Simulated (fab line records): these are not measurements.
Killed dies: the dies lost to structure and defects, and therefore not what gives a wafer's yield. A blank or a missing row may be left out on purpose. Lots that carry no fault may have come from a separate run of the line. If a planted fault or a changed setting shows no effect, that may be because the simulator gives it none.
Which tool did it? | flow sky130 | 24 lots with 72 wafers sampled at 4 steps, on a route of 708 steps

== WHAT EACH GAUGE READ, for each wafer ==
SKY_SONOS_ONO_OVL_MEAS_14.
lot  | measured     | on         | SONOS_ONO_OVL (nm)
L074 | day 12 15:59 | overlay-02 | 1.6 1.1 2.5
L075 | day 13 00:05 | overlay-02 | -2.9 -0.5 -1.5
L076 | day 13 05:16 | overlay-02 | -4.1 -3.5 -1.9
L077 | day 13 13:32 | overlay-02 | 1.2 3.9 1.8
L078 | day 14 02:56 | overlay-02 | 0.3 -0.7 1.4
L079 | day 15 02:20 | overlay-02 | -1.2 0.1 -1.4
L081 | day 15 06:23 | overlay-02 | -0.4 1.0 0.6
L080 | day 15 06:30 | overlay-02 | -1.6 -1.4 -5.0
L082 | day 15 13:02 | overlay-02 | 0.2 -0.8 0.6
L083 | day 15 19:35 | overlay-02 | 0.2 -0.6 1.0
L084 | day 16 05:18 | overlay-02 | 1.1 0.0 -0.1
L085 | day 16 23:26 | overlay-02 | 0.3 0.0 0.4
L087 | day 17 08:43 | overlay-01 | 0.0 -1.8 -1.2
L086 | day 17 14:32 | overlay-02 | -0.2 -1.8 0.2
L088 | day 17 21:38 | overlay-02 | -0.7 1.2 0.0
L089 | day 18 09:04 | overlay-02 | -0.9 -1.3 -2.3
L090 | day 18 13:38 | overlay-02 | 0.2 -0.2 0.4
L091 | day 18 18:29 | overlay-01 | 0.4 1.0 0.8
L093 | day 19 02:03 | overlay-02 | -0.1 -2.3 -2.2
L092 | day 19 05:46 | overlay-02 | -0.2 0.3 1.2
L094 | day 19 10:49 | overlay-01 | -1.3 -0.4 -0.2
L095 | day 20 00:33 | overlay-02 | -0.8 -1.3 -1.2
L096 | day 20 02:44 | overlay-02 | -0.3 0.9 -1.7
L097 | day 20 15:08 | overlay-02 | -1.7 -0.4 -1.4

SKY_POLY_GATE_THK_MEAS_01.
lot  | measured     | on            | POLY_GATE_CVD_00_THK (nm)
L074 | day 14 00:48 | film_metro-02 | 177.4 178.0 177.3
L075 | day 14 09:07 | film_metro-03 | 179.9 179.5 180.4
L076 | day 14 21:36 | film_metro-02 | 181.2 181.1 179.7
L077 | day 14 21:36 | film_metro-01 | 177.8 178.9 178.7
L078 | day 15 14:35 | film_metro-02 | 180.5 178.3 179.7
L079 | day 16 10:37 | film_metro-03 | 180.9 179.0 179.8
L081 | day 16 15:02 | film_metro-03 | 180.3 177.8 179.6
L080 | day 16 15:02 | film_metro-01 | 180.1 180.1 180.0
L082 | day 16 21:52 | film_metro-03 | 180.1 178.5 180.0
L083 | day 17 05:28 | film_metro-03 | 179.4 177.8 177.0
L084 | day 17 15:52 | film_metro-01 | 179.6 179.7 179.6
L085 | day 18 10:08 | film_metro-01 | 181.1 180.3 181.5
L087 | day 18 20:48 | film_metro-01 | 177.6 177.5 177.6
L086 | day 19 07:41 | film_metro-03 | 178.6 177.9 176.0
L088 | day 19 15:41 | film_metro-03 | 180.1 180.1 179.8
L089 | day 20 01:23 | film_metro-01 | 178.9 180.5 181.8
L090 | day 20 01:24 | film_metro-03 | 178.8 178.3 178.4
L091 | day 20 08:14 | film_metro-02 | 179.5 180.8 179.9
L093 | day 20 19:10 | film_metro-02 | 179.2 179.1 179.8
L092 | day 20 20:21 | film_metro-02 | 178.4 178.0 178.2
L094 | day 21 02:51 | film_metro-03 | 179.7 179.1 178.9
L095 | day 21 16:03 | film_metro-02 | 180.0 179.7 179.7
L096 | day 21 16:04 | film_metro-01 | 178.2 179.4 178.5
L097 | day 22 02:52 | film_metro-02 | 182.1 183.2 181.5

SKY_LI_CONTACT_THK_MEAS_23: measures by xrf.
lot  | measured     | on            | LI_CONTACT_W_THK (nm)
L074 | day 29 06:26 | film_metro-02 | 385 389 397
L075 | day 29 12:11 | film_metro-03 | 373 389 380
L076 | day 30 04:23 | film_metro-02 | 401 394 398
L077 | day 30 04:17 | film_metro-03 | 382 372 378
L078 | day 30 20:41 | film_metro-01 | 376 367 376
L079 | day 31 18:16 | film_metro-02 | 383 387 387
L081 | day 31 21:21 | film_metro-01 | 375 375 379
L080 | day 31 20:45 | film_metro-01 | 378 378 376
L082 | day 32 06:26 | film_metro-03 | 381 384 381
L083 | day 32 11:17 | film_metro-01 | 372 376 388
L084 | day 32 18:56 | film_metro-01 | 373 377 375
L085 | day 33 08:54 | film_metro-03 | 379 383 375
L087 | day 33 18:53 | film_metro-01 | 387 389 371
L086 | day 34 02:20 | film_metro-02 | 376 388 388
L088 | day 34 11:30 | film_metro-03 | 394 383 380
L089 | day 34 21:29 | film_metro-01 | 364 389 380
L090 | day 34 17:29 | film_metro-03 | 381 391 385
L091 | day 35 01:31 | film_metro-03 | 382 374 384
L093 | day 35 11:07 | film_metro-03 | 392 387 381
L092 | day 35 12:38 | film_metro-01 | 375 371 383
L094 | day 35 17:49 | film_metro-01 | 381 376 381
L095 | day 36 09:47 | film_metro-02 | 384 386 375
L096 | day 36 09:40 | film_metro-03 | 380 385 381
L097 | day 36 14:56 | film_metro-01 | 378 377 380

SKY_CONTACT_THK_MEAS_26: measures by xrf.
lot  | measured     | on            | CONTACT_W_THK (nm)
L074 | day 31 17:19 | film_metro-04 | 342 345 344
L075 | day 31 22:29 | film_metro-04 | 344 344 341
L076 | day 32 14:33 | film_metro-04 | 346 341 347
L077 | day 32 14:11 | film_metro-01 | 337 330 340
L078 | day 33 08:26 | film_metro-01 | 337 340 338
L079 | day 34 02:32 | film_metro-01 | 341 334 334
L081 | day 34 05:49 | film_metro-01 | 333 340 336
L080 | day 34 05:10 | film_metro-02 | 341 347 343
L082 | day 34 15:32 | film_metro-04 | 348 352 342
L083 | day 34 21:10 | film_metro-01 | 342 336 337
L084 | day 35 02:06 | film_metro-01 | 337 334 340
L085 | day 35 18:31 | film_metro-04 | 352 353 350
L087 | day 36 09:36 | film_metro-02 | 338 346 339
L086 | day 36 11:39 | film_metro-04 | 350 344 342
L088 | day 36 16:20 | film_metro-04 | 341 344 341
L089 | day 37 11:43 | film_metro-02 | 337 343 336
L090 | day 37 10:49 | film_metro-02 | 345 339 344
L091 | day 37 13:46 | film_metro-02 | 348 342 347
L093 | day 37 17:25 | film_metro-04 | 344 342 343
L092 | day 37 18:17 | film_metro-02 | 339 338 335
L094 | day 37 21:36 | film_metro-04 | 344 351 345
L095 | day 38 16:34 | film_metro-02 | 341 340 344
L096 | day 38 16:14 | film_metro-04 | 340 349 345
L097 | day 38 20:49 | film_metro-02 | 338 344 339

== TOOL THAT RAN EACH LOT (tool first, then ch and the chambers of the sampled wafers, then the start) ==
The record holds no process step before these readings.

== WHAT THE TOOLS THEMSELVES READ (means of the sampled wafers that have a number; where no wafer has one, the mark that the record gives instead) ==
The record holds no such reading with a usual standard deviation.

== THE ANSWER, worked out from the rows above alone ==
Rule: what is usual is taken from the lots themselves. Put in order of their means at a reading, lots are off if they are a third of the lots or fewer, leave a main group of 4 or more, and stand apart from it by a gap of 3 or more times the standard deviation of the main group's means; of several such gaps the widest counts. If all means in a main group match to the digits the tables above print for the reading, that group is not used. A lot without any number at a reading at which 4 lots or more have one is off too. All remaining lots with rows at the step are treated as sound. First the gauges in route order, then the tools' own readings, where a lot's mean is used as printed above. At the first step where some lot is off, the reading lying furthest off is the one used; lots without a number count as furthest.
No lot is off on any of the readings shown, so nothing can be concluded from this.

== WHAT HAD BEEN PUT IN BY THE SIMULATOR ==
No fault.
